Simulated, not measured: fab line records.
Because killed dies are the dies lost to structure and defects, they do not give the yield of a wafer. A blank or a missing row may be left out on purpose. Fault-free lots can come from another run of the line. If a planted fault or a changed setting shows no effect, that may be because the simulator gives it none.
The tool behind it: which one? ; flow sky130 ; 45 wafers from 15 lots sampled at 6 of the route's 708 steps

## WHAT EACH GAUGE READ, for each wafer
SKY_SD_N_TW_MEAS_12.
lot;measured;on;SD_N_TW
L607;day 28 15:53;film-metro-03;3905 3956 3920
L608;day 28 23:45;film-metro-04;3955 3967 3968
L609;day 29 07:42;film-metro-04;4004 4012 3993
L610;day 29 14:19;film-metro-03;3955 3928 3919
L613;day 31 02:09;film-metro-02;3947 3947 3919
L614;day 31 03:08;film-metro-04;4003 3976 3993
L617;day 31 23:40;film-metro-04;3984 3978 3974
L618;day 32 07:19;film-metro-02;3908 3916 3894
L623;day 33 17:30;film-metro-04;3981 4007 4017
L624;day 33 20:41;film-metro-03;30 30 29
L625;day 34 03:45;film-metro-03;30 30 30
L626;day 34 11:17;film-metro-02;30 30 30
L628;day 34 22:16;film-metro-02;3932 3919 3946
L629;day 35 03:17;film-metro-04;3991 4006 4005
L630;day 35 16:59;film-metro-04;3999 3979 3967

SKY_CONTACT_THK_MEAS_01.
lot;measured;on;CONTACT_CVD_00_THK (nm)
L607;day 31 04:44;film-metro-02;74.3 73.9 74.7
L608;day 31 12:25;film-metro-01;76.2 75.0 76.9
L609;day 31 19:41;film-metro-01;75.1 74.2 76.7
L610;day 32 02:55;film-metro-02;73.8 75.0 75.0
L613;day 33 12:47;film-metro-03;73.8 74.9 75.0
L614;day 33 14:21;film-metro-02;75.1 75.3 76.1
L617;day 34 09:58;film-metro-02;74.5 74.6 76.6
L618;day 34 17:07;film-metro-03;74.6 74.0 74.8
L623;day 36 02:54;film-metro-02;76.5 75.4 75.6
L624;day 36 06:43;film-metro-03;73.0 75.2 75.9
L625;day 36 14:22;film-metro-03;75.6 76.1 76.2
L626;day 36 20:38;film-metro-02;74.3 73.3 74.5
L628;day 37 07:40;film-metro-03;75.7 75.2 75.1
L629;day 37 17:02;film-metro-01;73.5 73.8 75.0
L630;day 38 03:31;film-metro-01;74.9 76.7 75.7

SKY_CONTACT_OVL_MEAS_15.
lot;measured;on;CONTACT_OVL (nm)
L607;day 32 08:34;overlay-02;2 4 4
L608;day 32 17:13;overlay-01;-8 -6 -1
L609;day 33 00:34;overlay-01;-4 -11 -7
L610;day 33 06:51;overlay-01;11 4 0
L613;day 34 16:25;overlay-01;0 -5 -5
L614;day 34 18:11;overlay-02;6 5 -4
L617;day 35 13:44;overlay-01;-3 8 -5
L618;day 35 19:49;overlay-01;-11 -4 -5
L623;day 37 06:13;overlay-02;-2 13 6
L624;day 37 10:25;overlay-01;-3 4 -7
L625;day 37 18:16;overlay-02;-9 -7 -9
L626;day 37 23:40;overlay-02;-6 7 4
L628;day 38 11:25;overlay-02;-6 -1 -2
L629;day 38 20:10;overlay-02;2 -10 -5
L630;day 39 06:01;overlay-02;-15 -8 -14

## WHAT TOOL EACH LOT RAN ON (gives the tool, then ch and the chambers of the sampled wafers, and finally the start)
lot;SKY_RES_XHIGH_STRIP_08;SKY_SD_N_STRIP_11;SKY_LOCAL_INTERCONNECT_ETCH_13
L607;plasma-asher-01 ch 0,1, day 27 10:26;plasma-asher-02 ch 0,1, day 28 15:47;rie-metal-04 ch 0,1, day 31 04:00
L608;plasma-asher-01 ch 0,1, day 27 18:07;plasma-asher-02 ch 0,1, day 28 23:39;rie-metal-01 ch 0,1, day 31 11:39
L609;plasma-asher-03 ch 0,1, day 28 02:50;plasma-asher-01 ch 0,1, day 29 07:35;rie-metal-03 ch 0, day 31 18:50
L610;plasma-asher-01 ch 0,1, day 28 09:10;plasma-asher-02 ch 0,1, day 29 14:14;rie-metal-04 ch 0,1, day 32 02:10
L613;plasma-asher-03 ch 0,1, day 29 21:14;plasma-asher-03 ch 0,1, day 31 02:03;rie-metal-04 ch 1, day 33 12:01
L614;plasma-asher-03 ch 0, day 29 22:41;plasma-asher-03 ch 0, day 31 03:02;rie-metal-03 ch 0, day 33 13:28
L617;plasma-asher-01 ch 1, day 30 18:41;plasma-asher-02 ch 0, day 31 23:34;rie-metal-01 ch 0,1, day 34 09:11
L618;plasma-asher-04 ch 0,1, day 31 02:28;plasma-asher-02 ch 0,1, day 32 07:14;rie-metal-01 ch 0,1, day 34 16:22
L623;plasma-asher-03 ch 0,1, day 32 14:10;plasma-asher-03 ch 0,1, day 33 17:23;rie-metal-01 ch 0,1, day 36 02:04
L624;plasma-asher-03 ch 0,1, day 32 16:53;plasma-asher-01 ch 0,1, day 33 20:35;rie-metal-03 ch 1, day 36 05:57
L625;plasma-asher-01 ch 0,1, day 33 00:44;plasma-asher-03 ch 0,1, day 34 03:38;rie-metal-03 ch 0, day 36 13:31
L626;plasma-asher-04 ch 0,1, day 33 07:05;plasma-asher-01 ch 0,1, day 34 11:11;rie-metal-04 ch 0,1, day 36 19:54
L628;plasma-asher-04 ch 0,1, day 33 19:28;plasma-asher-01 ch 0,1, day 34 22:11;rie-metal-01 ch 0,1, day 37 06:55
L629;plasma-asher-04 ch 0,1, day 33 23:41;plasma-asher-03 ch 0,1, day 35 03:11;rie-metal-01 ch 0,1, day 37 16:18
L630;plasma-asher-04 ch 0,1, day 34 13:55;plasma-asher-01 ch 0,1, day 35 16:53;rie-metal-04 ch 0,1, day 38 02:46
- SKY_RES_XHIGH_STRIP_08: strips in O2/N2.
- SKY_SD_N_STRIP_11: strips in O2/N2.
- SKY_LOCAL_INTERCONNECT_ETCH_13: etches BARC in N2/H2, stops on SiO2, time 45.9 s, target depth 60 nm.

## AS READ BY THE TOOLS THEMSELVES (means over the sampled wafers that have a number; for cases with no such wafer, the mark the record gives instead)
SKY_RES_XHIGH_STRIP_08.
lot;tool;chamber-pressure-mTorr (mTorr);drypump-motor-current-A (A);oes-product-au (a.u.);strip-time-to-endpoint-s (s)
L607;plasma-asher-01;1499.8;5.2;0.711;14.32
L608;plasma-asher-01;1499.4;5.2;0.711;14.29
L609;plasma-asher-03;1499.8;5.3;0.710;14.29
L610;plasma-asher-01;1500.4;5.2;0.710;14.31
L613;plasma-asher-03;1500.2;5.3;0.710;14.30
L614;plasma-asher-03;1501.3;5.3;0.714;14.28
L617;plasma-asher-01;1500.0;5.3;0.711;14.25
L618;plasma-asher-04;1500.2;5.9;0.713;14.21
L623;plasma-asher-03;1499.3;5.3;0.714;14.30
L624;plasma-asher-03;-;-;-;-
L625;plasma-asher-01;-;-;-;-
L626;plasma-asher-04;-;-;-;-
L628;plasma-asher-04;1500.1;5.9;0.712;14.33
L629;plasma-asher-04;1500.5;5.9;0.705;14.28
L630;plasma-asher-04;1500.0;5.9;0.710;14.30

SKY_SD_N_STRIP_11.
lot;tool;chamber-pressure-mTorr (mTorr);drypump-motor-current-A (A);oes-product-au (a.u.);strip-time-to-endpoint-s (s)
L607;plasma-asher-02;1498.6;5.77;0.534;22.56
L608;plasma-asher-02;1499.7;5.81;0.526;22.61
L609;plasma-asher-01;1499.4;5.16;0.529;22.51
L610;plasma-asher-02;1499.9;5.84;0.524;22.57
L613;plasma-asher-03;1500.7;5.28;0.531;22.60
L614;plasma-asher-03;1499.7;5.31;0.524;22.62
L617;plasma-asher-02;1498.9;5.70;0.526;22.58
L618;plasma-asher-02;1499.7;5.84;0.527;22.56
L623;plasma-asher-03;1499.5;5.30;0.522;22.58
L624;plasma-asher-01;1499.1;5.22;0.614;39.47
L625;plasma-asher-03;1499.6;5.29;0.617;39.49
L626;plasma-asher-01;1500.2;5.23;0.621;39.57
L628;plasma-asher-01;1500.6;5.15;0.531;22.55
L629;plasma-asher-03;1499.3;5.30;0.528;22.61
L630;plasma-asher-01;1498.9;5.18;0.529;22.54

SKY_LOCAL_INTERCONNECT_ETCH_13.
lot;tool;drypump-motor-current-A (A);oes-product-au (a.u.);throttle-valve-pct (%)
L607;rie-metal-04;5.9;0.861;13.223
L608;rie-metal-01;5.9;0.858;13.224
L609;rie-metal-03;6.1;0.856;13.238
L610;rie-metal-04;6.3;0.855;13.232
L613;rie-metal-04;6.5;0.857;13.227
L614;rie-metal-03;6.1;0.858;13.227
L617;rie-metal-01;5.9;0.857;13.225
L618;rie-metal-01;5.9;0.855;13.225
L623;rie-metal-01;5.3;0.850;13.217
L624;rie-metal-03;5.8;0.854;13.227
L625;rie-metal-03;6.1;0.854;13.224
L626;rie-metal-04;5.9;0.855;13.213
L628;rie-metal-01;5.9;0.850;13.222
L629;rie-metal-01;5.4;0.859;13.222
L630;rie-metal-04;6.0;0.855;13.230

## THE ANSWER, worked out from the rows above alone
Rule: usual is defined by the lots themselves. Put in order of their means at a reading, lots are off if they are a third of the lots or fewer, leave a main group of 4 or more, and stand apart from it by a gap of 3 or more times the standard deviation of the main group's means; of several such gaps the widest counts. Not used: any main group whose means are identical at the precision the tables above print for the reading. Also off: a lot with no number at a reading for which 4 or more lots have one. Any other lot the step has rows for is counted as sound. After the gauges, taken in route order, come the tools' own readings; for these a lot's mean is taken, as printed above. The first step at which some lot is off is used, and at that step the reading that is off furthest; a lot without a number counts as furthest.
Off: L624, L625, L626, seen at SKY_SD_N_TW_MEAS_12 (SD_N_TW). For the main group the mean is 3963 and the standard deviation 33.
If a tool, at a process step before that reading, ran all the lots that are off and no sound lot after the first of them, it fits. The gauges at SKY_SD_N_TW_MEAS_12 aren't tried: what is off there is off at SKY_RES_XHIGH_STRIP_08 too, on other tools, and a gauge's error can't cause that. Of those tried, none fits.

## WHAT HAD BEEN PUT IN BY THE SIMULATOR
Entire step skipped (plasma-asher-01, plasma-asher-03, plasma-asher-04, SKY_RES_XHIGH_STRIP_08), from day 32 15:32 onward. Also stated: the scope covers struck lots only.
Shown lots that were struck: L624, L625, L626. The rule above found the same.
